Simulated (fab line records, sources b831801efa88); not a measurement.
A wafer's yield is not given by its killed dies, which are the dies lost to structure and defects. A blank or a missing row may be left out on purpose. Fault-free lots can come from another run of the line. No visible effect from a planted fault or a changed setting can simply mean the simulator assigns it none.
Which of the tools did it? -- flow sky130 -- 72 wafers from 24 lots sampled at 5 of the route's 708 steps

== WHAT THE GAUGES READ, wafer by wafer ==
SKY_CONTACT_RS_MEAS_25: measurement is done with a four-point probe. Usual: for CONTACT_W_RS the level is 0.335 ohm/sq and the standard deviation is 0.0035.
lot,measured,on,CONTACT_W_RS (ohm/sq),flag
L074,day 31 14:02,film-metro-01,0.334 0.336 0.332,
L075,day 31 22:35,film-metro-01,0.336 0.336 0.338,
L076,day 33 06:25,film-metro-04,0.335 0.333 0.338,
L077,day 33 10:36,film-metro-04,0.336 0.334 0.337,
L079,day 33 11:14,film-metro-02,0.340 0.336 0.338,
L080,day 33 12:29,film-metro-02,0.331 0.333 0.330,
L078,day 33 13:17,film-metro-01,0.334 0.336 0.335,
L081,day 33 16:54,film-metro-04,0.337 0.338 0.333,
L082,day 34 04:26,film-metro-01,0.334 0.332 0.338,
L083,day 34 14:31,film-metro-01,0.338 0.342 0.336,
L085,day 35 02:43,film-metro-01,0.336 0.338 0.340,
L084,day 35 03:32,film-metro-04,0.339 0.338 0.339,
L086,day 35 15:19,film-metro-01,0.331 0.332 0.332,
L089,day 36 22:08,film-metro-01,0.326 0.332 0.330,
L087,day 36 23:16,film-metro-02,0.334 0.335 0.336,
L088,day 36 23:35,film-metro-04,0.336 0.338 0.335,
L090,day 37 02:25,film-metro-02,0.336 0.332 0.338,
L091,day 37 05:31,film-metro-01,0.330 0.330 0.328,
L092,day 37 09:20,film-metro-04,0.334 0.335 0.338,
L093,day 37 12:04,film-metro-01,0.329 0.329 0.330,
L094,day 37 22:12,film-metro-04,0.342 0.341 0.343,
L095,day 38 06:50,film-metro-04,0.333 0.332 0.332,
L096,day 38 10:31,film-metro-01,0.336 0.338 0.338,
L097,day 38 16:40,film-metro-04,0.337 0.335 0.334,

SKY_VIA4_THK_MEAS_01. Usual: for VIA4_HDPCVD_THK the level is 1742 nm and the standard deviation is 15.
lot,measured,on,VIA4_HDPCVD_THK (nm),flag
L074,day 41 18:20,film-metro-04,1735 1729 1756,
L075,day 42 03:38,film-metro-04,1757 1756 1768,
L076,day 43 04:34,film-metro-02,1734 1751 1742,
L077,day 43 05:35,film-metro-04,1760 1762 1743,
L079,day 43 10:28,film-metro-02,1757 1746 1742,
L080,day 43 11:56,film-metro-01,1742 1742 1741,
L078,day 43 11:37,film-metro-02,1754 1747 1735,
L081,day 43 14:19,film-metro-01,1731 1745 1734,
L082,day 44 06:06,film-metro-01,1744 1748 1754,
L083,day 44 09:34,film-metro-02,1735 1729 1767,
L085,day 44 17:07,film-metro-01,1749 1744 1726,
L084,day 44 18:20,film-metro-04,1749 1745 1710,
L086,day 45 06:12,film-metro-02,1735 1738 1727,
L089,day 46 08:04,film-metro-04,1734 1759 1743,
L087,day 46 09:47,film-metro-02,1743 1736 1711,
L088,day 46 11:15,film-metro-04,1693 1710 1718,
L090,day 46 11:25,film-metro-01,1736 1760 1745,
L091,day 46 11:31,film-metro-04,1745 1732 1737,
L092,day 46 14:26,film-metro-01,1718 1713 1738,
L093,day 46 14:47,film-metro-02,1745 1731 1765,
L094,day 47 02:42,film-metro-04,1753 1730 1740,
L095,day 47 07:07,film-metro-02,1739 1740 1746,
L096,day 47 11:37,film-metro-01,1756 1783 1779,
L097,day 47 13:48,film-metro-01,1749 1723 1765,

== EACH LOT AND THE TOOL THAT RAN IT (in order: tool; ch and the chambers of the sampled wafers; start) ==
lot,SKY_METAL1_SPUTTER_02,SKY_VIA1_CMP_02,SKY_VIA2_CVD_21
L074,"pvd-sputter-03, day 31 14:32","cmp-02 ch 1,2, day 32 19:23","cvd-w-01 ch 0,1, day 36 07:59"
L075,"pvd-sputter-01, day 31 23:06","cmp-01 ch 0,2,3, day 33 03:03","cvd-w-01 ch 0, day 36 16:20"
L076,"pvd-sputter-01, day 33 06:57","cmp-01 ch 1,2,3, day 34 11:22","cvd-w-02 ch 0,1, day 37 22:41"
L077,"pvd-sputter-01, day 33 11:07","cmp-01 ch 0,2,3, day 34 14:41","cvd-w-01 ch 0,1, day 38 00:48"
L079,"pvd-sputter-02, day 33 11:47","cmp-02 ch 0,1,2, day 34 17:09","cvd-w-02 ch 0,1, day 38 03:48"
L080,"pvd-sputter-01, day 33 13:01","cmp-01 ch 1,3, day 34 18:13","cvd-w-01 ch 0,1, day 38 04:47"
L078,"pvd-sputter-02, day 33 13:48","cmp-02 ch 1,2,3, day 34 18:05","cvd-w-01 ch 0,1, day 38 04:27"
L081,"pvd-sputter-02, day 33 17:26","cmp-02 ch 1,2,3, day 34 22:22","cvd-w-02 ch 0,1, day 38 09:22"
L082,"pvd-sputter-01, day 34 04:58","cmp-02 ch 0,2,3, day 35 10:07","cvd-w-02 ch 0,1, day 38 23:56"
L083,"pvd-sputter-01, day 34 15:17","cmp-01 ch 0,2,3, day 35 19:07","cvd-w-02 ch 0,1, day 39 04:02"
L085,"pvd-sputter-01, day 35 03:11","cmp-01 ch 2,3, day 36 07:01","cvd-w-02 ch 0,1, day 39 13:59"
L084,"pvd-sputter-02, day 35 04:04","cmp-02 ch 0,2, day 36 07:52","cvd-w-01 ch 0, day 39 14:21"
L086,"pvd-sputter-02, day 35 15:51","cmp-02 ch 0,2,3, day 36 20:13","cvd-w-02 ch 0,1, day 40 06:40"
L089,"pvd-sputter-03, day 36 22:53","cmp-02 ch 1,2,3, day 38 02:04","cvd-w-01 ch 0,1, day 41 10:20"
L087,"pvd-sputter-01, day 36 23:48","cmp-01 ch 1,2,3, day 38 03:11","cvd-w-02 ch 0,1, day 41 11:46"
L088,"pvd-sputter-03, day 37 00:06","cmp-02 ch 0,2, day 38 03:41","cvd-w-01 ch 0,1, day 41 11:58"
L090,"pvd-sputter-02, day 37 02:55","cmp-02 ch 1,2,3, day 38 06:09","cvd-w-02 ch 0,1, day 41 13:25"
L091,"pvd-sputter-01, day 37 05:59","cmp-01 ch 2,3, day 38 09:10","cvd-w-02 ch 0,1, day 41 15:13"
L092,"pvd-sputter-02, day 37 09:49","cmp-02 ch 0,1, day 38 12:34","cvd-w-01 ch 0,1, day 41 17:49"
L093,"pvd-sputter-03, day 37 12:35","cmp-01 ch 0,1,2, day 38 14:59","cvd-w-01 ch 0,1, day 41 19:16"
L094,"pvd-sputter-01, day 37 22:43","cmp-01 ch 0,1,2, day 39 05:14","cvd-w-01 ch 0,1, day 42 08:43"
L095,"pvd-sputter-03, day 38 07:20","cmp-01 ch 0,1,2, day 39 09:28","cvd-w-02 ch 0,1, day 42 13:37"
L096,"pvd-sputter-03, day 38 10:59","cmp-01 ch 0,3, day 39 12:52","cvd-w-02 ch 0,1, day 42 18:09"
L097,"pvd-sputter-01, day 38 17:12","cmp-01 ch 0,2,3, day 39 17:23","cvd-w-01 ch 0,1, day 42 20:19"
- SKY_METAL1_SPUTTER_02: material AlCu, target thk 250 nm, time 13.3 s.
- SKY_VIA1_CMP_02: polishes SiO2.
- SKY_VIA2_CVD_21: deposits W, target thk 420 nm, time 126.4 s.

== AS READ BY THE TOOLS THEMSELVES (means over the sampled wafers that have a number; for cases with no such wafer, the mark the record gives instead) ==
SKY_METAL1_SPUTTER_02. Usual: chamber-pressure-pa 0.4000 Pa, standard deviation 0.00082; throttle-valve-pct 30.3 %, standard deviation 1.
lot,tool,chamber-pressure-pa (Pa),throttle-valve-pct (%),flag
L074,pvd-sputter-03,0.4002,30.3,
L075,pvd-sputter-01,0.3998,29.4,
L076,pvd-sputter-01,0.4002,29.8,
L077,pvd-sputter-01,0.4000,29.9,
L079,pvd-sputter-02,0.4003,30.3,
L080,pvd-sputter-01,0.3999,30.6,
L078,pvd-sputter-02,0.3999,30.7,
L081,pvd-sputter-02,0.3997,31.2,
L082,pvd-sputter-01,0.4005,29.2,
L083,pvd-sputter-01,0.3998,29.6,
L085,pvd-sputter-01,0.3996,29.8,
L084,pvd-sputter-02,0.3998,30.7,
L086,pvd-sputter-02,0.3994,30.6,
L089,pvd-sputter-03,0.4000,30.2,
L087,pvd-sputter-01,0.3998,29.7,
L088,pvd-sputter-03,0.3999,30.4,
L090,pvd-sputter-02,0.4007,30.7,
L091,pvd-sputter-01,0.3994,30.5,
L092,pvd-sputter-02,0.3996,30.6,
L093,pvd-sputter-03,0.4004,30.2,
L094,pvd-sputter-01,0.3988,29.8,
L095,pvd-sputter-03,0.4003,30.4,
L096,pvd-sputter-03,0.4005,31.2,
L097,pvd-sputter-01,0.4002,30.0,

SKY_VIA1_CMP_02. Usual: motor-current-A 12.1 A, standard deviation 1.4.
lot,tool,motor-current-A (A),flag
L074,cmp-02,10.3,
L075,cmp-01,13.3,
L076,cmp-01,12.5,
L077,cmp-01,13.3,
L079,cmp-02,10.9,
L080,cmp-01,12.5,
L078,cmp-02,10.4,
L081,cmp-02,10.8,
L082,cmp-02,11.7,
L083,cmp-01,13.5,
L085,cmp-01,12.8,
L084,cmp-02,11.9,
L086,cmp-02,11.9,
L089,cmp-02,10.8,
L087,cmp-01,12.9,
L088,cmp-02,11.9,
L090,cmp-02,10.7,
L091,cmp-01,12.6,
L092,cmp-02,11.0,
L093,cmp-01,13.0,
L094,cmp-01,13.2,
L095,cmp-01,13.2,
L096,cmp-01,13.1,
L097,cmp-01,13.3,

SKY_VIA2_CVD_21. Usual: heater-power-w 852 W, standard deviation 46; susceptor-temp-C 400.00 C, standard deviation 0.22.
lot,tool,heater-power-w (W),susceptor-temp-C (C),flag
L074,cvd-w-01,873,399.97,
L075,cvd-w-01,900,399.87,
L076,cvd-w-02,887,400.33,
L077,cvd-w-01,866,399.94,
L079,cvd-w-02,879,400.06,
L080,cvd-w-01,877,399.95,
L078,cvd-w-01,848,400.16,
L081,cvd-w-02,880,399.96,
L082,cvd-w-02,872,399.82,
L083,cvd-w-02,860,400.08,
L085,cvd-w-02,888,399.93,
L084,cvd-w-01,787,400.04,
L086,cvd-w-02,899,399.79,
L089,cvd-w-01,787,399.83,
L087,cvd-w-02,878,400.14,
L088,cvd-w-01,791,400.08,
L090,cvd-w-02,883,399.99,
L091,cvd-w-02,878,399.94,
L092,cvd-w-01,804,399.92,
L093,cvd-w-01,779,400.13,
L094,cvd-w-01,796,399.92,
L095,cvd-w-02,891,399.77,
L096,cvd-w-02,879,399.99,
L097,cvd-w-01,789,400.12,

== THE ANSWER, worked out from the rows above alone ==
Rule: a lot counts as off when the mean over its wafers that have a number is more than 3 standard deviations away from the usual mean. Also off: a lot with no number at a reading for which 4 or more lots have one. Where the step has rows for the other lots, those lots are counted as sound. The gauges are gone through in route order, then the tools' own readings, and for those a lot's mean is taken as printed above. At the first step where some lot is off, the reading lying furthest off is the one used; lots without a number count as furthest.
None of the lots is off at any reading shown; this tells nothing.

== WHAT HAD BEEN PUT IN BY THE SIMULATOR ==
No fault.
